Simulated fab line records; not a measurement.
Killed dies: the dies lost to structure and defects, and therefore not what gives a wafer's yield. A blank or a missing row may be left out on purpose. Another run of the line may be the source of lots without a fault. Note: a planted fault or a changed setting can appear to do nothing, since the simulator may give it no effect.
What tool caused it? / flow sky130 / 10 lots with 30 wafers sampled at 3 steps, on a route of 708 steps

## WHAT THE GAUGES READ, wafer by wafer
SKY_FIELD_ISO_THK_MEAS_02.
lot=L117; measured=day 1 17:59; on=film metro-01; FIELD_ISO_OXIDATION_00_THK (nm)=12.10 12.08 12.31
lot=L118; measured=day 1 22:29; on=film metro-04; FIELD_ISO_OXIDATION_00_THK (nm)=11.67 11.86 11.72
lot=L119; measured=day 2 02:40; on=film metro-04; FIELD_ISO_OXIDATION_00_THK (nm)=11.66 11.77 11.99
lot=L122; measured=day 2 17:41; on=film metro-04; FIELD_ISO_OXIDATION_00_THK (nm)=11.61 11.52 11.76
lot=L130; measured=day 4 09:46; on=film metro-04; FIELD_ISO_OXIDATION_00_THK (nm)=11.55 11.35 11.48
lot=L134; measured=day 5 05:39; on=film metro-02; FIELD_ISO_OXIDATION_00_THK (nm)=11.56 11.66 11.60
lot=L135; measured=day 5 12:22; on=film metro-01; FIELD_ISO_OXIDATION_00_THK (nm)=11.75 11.45 11.75
lot=L136; measured=day 5 17:49; on=film metro-02; FIELD_ISO_OXIDATION_00_THK (nm)=11.80 12.17 11.91
lot=L137; measured=day 5 21:16; on=film metro-02; FIELD_ISO_OXIDATION_00_THK (nm)=11.75 11.63 11.71
lot=L139; measured=day 6 06:38; on=film metro-04; FIELD_ISO_OXIDATION_00_THK (nm)=12.00 12.02 11.90

SKY_VT_ADJUST_HVTP_TW_MEAS_11.
lot=L117; measured=day 6 22:43; on=film metro-02; VT_ADJUST_HVTP_TW=1350 1351 1349
lot=L118; measured=day 6 22:49; on=film metro-01; VT_ADJUST_HVTP_TW=1372 1370 1377
lot=L119; measured=day 6 22:55; on=film metro-03; VT_ADJUST_HVTP_TW=1336 1337 1332
lot=L122; measured=day 7 23:20; on=film metro-01; VT_ADJUST_HVTP_TW=1369 1353 1356
lot=L130; measured=day 9 22:06; on=film metro-02; VT_ADJUST_HVTP_TW=1350 1343 1345
lot=L134; measured=day 10 17:25; on=film metro-02; VT_ADJUST_HVTP_TW=1344 1346 1341
lot=L135; measured=day 11 03:57; on=film metro-01; VT_ADJUST_HVTP_TW=1359 1359 1359
lot=L136; measured=day 11 09:28; on=film metro-01; VT_ADJUST_HVTP_TW=1358 1358 1361
lot=L137; measured=day 11 14:45; on=film metro-01; VT_ADJUST_HVTP_TW=1358 1352 1359
lot=L139; measured=day 12 01:26; on=film metro-01; VT_ADJUST_HVTP_TW=1366 1363 1360

## WHICH TOOL RAN EACH LOT (tool, then ch and the chambers of the sampled wafers, then the start)
lot=L117; SKY_FIELD_ISO_ETCH_17=rie si-01 ch 1,2,3, day 2 12:50
lot=L118; SKY_FIELD_ISO_ETCH_17=rie si-02 ch 0,1,2, day 2 15:39
lot=L119; SKY_FIELD_ISO_ETCH_17=rie si-02 ch 0,1,3, day 2 20:14
lot=L122; SKY_FIELD_ISO_ETCH_17=rie si-01 ch 0,2, day 3 11:19
lot=L130; SKY_FIELD_ISO_ETCH_17=rie si-02 ch 0,1,2, day 5 08:03
lot=L134; SKY_FIELD_ISO_ETCH_17=rie si-01 ch 0,1, day 6 04:01
lot=L135; SKY_FIELD_ISO_ETCH_17=rie si-01 ch 2,3, day 6 10:59
lot=L136; SKY_FIELD_ISO_ETCH_17=rie si-01 ch 0,1,3, day 6 15:12
lot=L137; SKY_FIELD_ISO_ETCH_17=rie si-02 ch 0,1,2, day 6 19:00
lot=L139; SKY_FIELD_ISO_ETCH_17=rie si-01 ch 0,1,3, day 7 04:55
- SKY_FIELD_ISO_ETCH_17: etches Si in HBr/Cl2/O2, target depth 342 nm, time 97.7 s.

## WHAT THE TOOLS THEMSELVES READ (means of the sampled wafers that have a number; where no wafer has one, the mark that the record gives instead)
SKY_FIELD_ISO_ETCH_17.
lot=L117; tool=rie si-01; drypump motor current A (A)=5.8; he backside leak sccm (sccm)=2.81; oes product au (a.u.)=0.993; throttle valve pct (%)=25.663
lot=L118; tool=rie si-02; drypump motor current A (A)=5.6; he backside leak sccm (sccm)=3.04; oes product au (a.u.)=0.998; throttle valve pct (%)=25.656
lot=L119; tool=rie si-02; drypump motor current A (A)=5.6; he backside leak sccm (sccm)=2.79; oes product au (a.u.)=0.990; throttle valve pct (%)=25.655
lot=L122; tool=rie si-01; drypump motor current A (A)=5.9; he backside leak sccm (sccm)=3.20; oes product au (a.u.)=0.991; throttle valve pct (%)=25.663
lot=L130; tool=rie si-02; drypump motor current A (A)=5.6; he backside leak sccm (sccm)=2.91; oes product au (a.u.)=0.993; throttle valve pct (%)=25.657
lot=L134; tool=rie si-01; drypump motor current A (A)=5.3; he backside leak sccm (sccm)=2.58; oes product au (a.u.)=0.989; throttle valve pct (%)=25.669
lot=L135; tool=rie si-01; drypump motor current A (A)=5.8; he backside leak sccm (sccm)=2.81; oes product au (a.u.)=0.999; throttle valve pct (%)=25.664
lot=L136; tool=rie si-01; drypump motor current A (A)=5.3; he backside leak sccm (sccm)=2.74; oes product au (a.u.)=0.989; throttle valve pct (%)=25.659
lot=L137; tool=rie si-02; drypump motor current A (A)=5.6; he backside leak sccm (sccm)=2.95; oes product au (a.u.)=0.982; throttle valve pct (%)=25.670
lot=L139; tool=rie si-01; drypump motor current A (A)=5.3; he backside leak sccm (sccm)=2.82; oes product au (a.u.)=0.992; throttle valve pct (%)=25.662

## THE ANSWER, worked out from the rows above alone
Rule: the usual values come from the lots themselves. The widest of any qualifying gaps counts: lots, ordered by their means at a reading, are off when they make up no more than a third of the lots, leave a main group of 4 or more, and stand apart from it by 3 or more times the standard deviation of that group's means. A main group is skipped when, at the precision printed for the reading in the tables above, its means are all equal. Also off: a lot with no number at a reading for which 4 or more lots have one. All remaining lots with rows at the step are treated as sound. After the gauges, taken in route order, come the tools' own readings; for these a lot's mean is taken, as printed above. The first step at which some lot is off is used, and at that step the reading that is off furthest; a lot without a number counts as furthest.
Across all readings shown, no lot is off: no conclusion can be drawn from this.

## WHAT THE SIMULATOR HAD PUT IN
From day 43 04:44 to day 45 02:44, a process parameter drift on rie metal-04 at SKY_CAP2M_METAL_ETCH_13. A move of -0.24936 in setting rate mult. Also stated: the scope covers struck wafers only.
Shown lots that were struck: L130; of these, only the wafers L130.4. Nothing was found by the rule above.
